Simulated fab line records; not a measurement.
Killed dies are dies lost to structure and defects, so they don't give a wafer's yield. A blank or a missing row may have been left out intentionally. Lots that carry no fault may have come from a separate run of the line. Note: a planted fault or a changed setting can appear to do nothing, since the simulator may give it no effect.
8D (eight disciplines) problem report, filled in by code    flow sky130    the parts of the form that need people (team, actions taken, sign-off) are left out

## 1. THE ISSUE
Wafers free of any fault read 219.7 (standard deviation 2.6) for VT_ADJUST_NCORE_TW at SKY_VT_ADJUST_NCORE_TW_MEAS_11, against a mean of 205.9 on 6 wafers of 2 lots. That is -5.3 standard deviations from the usual mean.
The first sign was on wafer L475.1 at day 11 13:08, on film metro-04. At this step, 27 wafers from 9 lots have a number in the record. Rule for "out", or "out of limits": more than 4 standard deviations from the usual mean. The rest of the wafers with a number are treated as sound.

## 2. WHAT IT IS, AND WHAT IT ISN'T
question                     is                            is not
which readings at this step  VT_ADJUST_NCORE_TW            -
which lots                   L475, L477                    L465, L466, L467, L479, L480, L487, L488
which wafers of those lots   all that have a number        -
read on which gauges         film metro-02, film metro-04  film metro-03
when                         from day 11 13:08             up to then (9 sound wafers); but 12 sound wafers of L479, L480, L487, L488 came after

## 3. WHAT RULES OUT EACH SUSPECT
Counting: a tool stays on the suspect list if, at a process step up to the reading, it processed all lots that are out and no sound lot following the first of them.
- the gauge at SKY_VT_ADJUST_NCORE_TW_MEAS_11 has been ruled out. Those wafers that are out were read across 2 gauges (film metro-02, film metro-04).
- implanter-03 at SKY_VT_ADJUST_NCORE_IMPLANT_09: ruled out as a lasting fault. After its first lot that is out, L475 (day 11 12:53), sound lots L488 ran on it.
Left after counting: nothing in the record.

## 4. THE CAUSE (what the simulator had put in)
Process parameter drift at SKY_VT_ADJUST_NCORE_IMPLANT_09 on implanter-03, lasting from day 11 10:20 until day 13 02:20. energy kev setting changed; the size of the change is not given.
The count ruled it out by mistake, since the rule takes a fault to strike every lot its tool runs from the start of the fault on, and this one did not do so.

## 5. THE EFFECT CHAIN, in route order
Each row: a reading whose mean over the struck wafers that have a number lies more than 3 standard deviations from the usual. Only readings for which the record gives a usual standard deviation are gone through. hours: the time from each lot's start at the first step in this table that gives one to its start at this step, as a median over the lots. sigmas: the change in usual standard deviations.
hours  step                            reading             usual  on struck wafers  change  sigmas
0      SKY_VT_ADJUST_NCORE_IMPLANT_09  beam energy keV     9.999  7.301             -2.698  -99 or more
0      SKY_VT_ADJUST_NCORE_TW_MEAS_11  VT_ADJUST_NCORE_TW  219.7  205.9             -13.8   -5.3
Its process steps:
- SKY_VT_ADJUST_NCORE_IMPLANT_09

## 6. WHAT WOULD HAVE CAUGHT IT SOONER
Counted from the fault's start at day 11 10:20, it took 3 hours until the first out-of-limits reading at a measuring or inspecting step in this record, taken at day 11 13:08.
The tool's own readings at SKY_VT_ADJUST_NCORE_IMPLANT_09 were out on every struck wafer that the step has a row for (beam energy keV): an alarm limit on them would have fired on the first of those.
